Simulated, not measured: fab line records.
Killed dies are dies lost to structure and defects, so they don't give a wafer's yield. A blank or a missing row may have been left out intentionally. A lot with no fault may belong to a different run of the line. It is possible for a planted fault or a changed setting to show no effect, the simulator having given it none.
Which tool did it?    flow sky130    Sampling: 6 lots, 18 wafers, 4 of 708 route steps

WHAT THE GAUGES SHOWED, per wafer
SKY_METAL2_CD_MEAS_15: target cd 140 nm.
lot   measured      on        cdNm (nm)
L432  day 36 19:47  cdSem-02  139.7 140.4 139.2
L434  day 36 23:08  cdSem-01  139.8 139.7 141.2
L436  day 37 10:17  cdSem-02  138.7 138.9 140.1
L439  day 38 08:07  cdSem-02  142.1 141.6 142.1
L443  day 39 12:55  cdSem-02  140.6 142.0 140.7
L451  day 41 15:26  cdSem-02  138.3 139.1 138.6

WHAT TOOL EACH LOT RAN ON (gives the tool, then ch and the chambers of the sampled wafers, and finally the start)
lot   SKY_VIA1_ETCH_15                   SKY_VIA1_CVD_21               SKY_METAL2_DEVELOP_14
L432  rieDiel-02 ch 2,3, day 35 16:26    cvdW-02 ch 0,1, day 35 17:07  lithoTrack-02 ch 0, day 36 19:00
L434  rieDiel-04 ch 0,1, day 35 19:31    cvdW-02 ch 0,1, day 35 20:16  lithoTrack-04 ch 0, day 36 22:00
L436  rieDiel-02 ch 0,1,3, day 36 06:19  cvdW-01 ch 0,1, day 36 07:04  lithoTrack-02 ch 0, day 37 10:00
L439  rieDiel-02 ch 0,1,3, day 37 04:35  cvdW-02 ch 0, day 37 05:17    lithoTrack-01 ch 0, day 38 07:00
L443  rieDiel-02 ch 0,1,3, day 38 11:16  cvdW-01 ch 0,1, day 38 12:04  lithoTrack-04 ch 0, day 39 12:00
L451  rieDiel-02 ch 0,1, day 40 14:43    cvdW-01 ch 0,1, day 40 15:26  lithoTrack-02 ch 0, day 41 15:00
- SKY_VIA1_ETCH_15: etches SiO2 in C4F8/O2/Ar, stops on TiN, target depth 351 nm, time 54 s.
- SKY_VIA1_CVD_21: deposits W, target thk 270 nm, time 80.902 s.
- SKY_METAL2_DEVELOP_14: develop time 60 s.

THE ANSWER, worked out from the rows above alone
Rule: usual is defined by the lots themselves. The widest of any qualifying gaps counts: lots, ordered by their means at a reading, are off when they make up no more than a third of the lots, leave a main group of 4 or more, and stand apart from it by 3 or more times the standard deviation of that group's means. The tables above print the reading to a certain number of digits; a main group whose means all agree to those digits is not used. Also off: a lot with no number at a reading for which 4 or more lots have one. Any other lot the step has rows for is counted as sound.
Nothing can be told from this: no lot is off at any reading shown.

WHAT WAS PUT IN BY THE SIMULATOR
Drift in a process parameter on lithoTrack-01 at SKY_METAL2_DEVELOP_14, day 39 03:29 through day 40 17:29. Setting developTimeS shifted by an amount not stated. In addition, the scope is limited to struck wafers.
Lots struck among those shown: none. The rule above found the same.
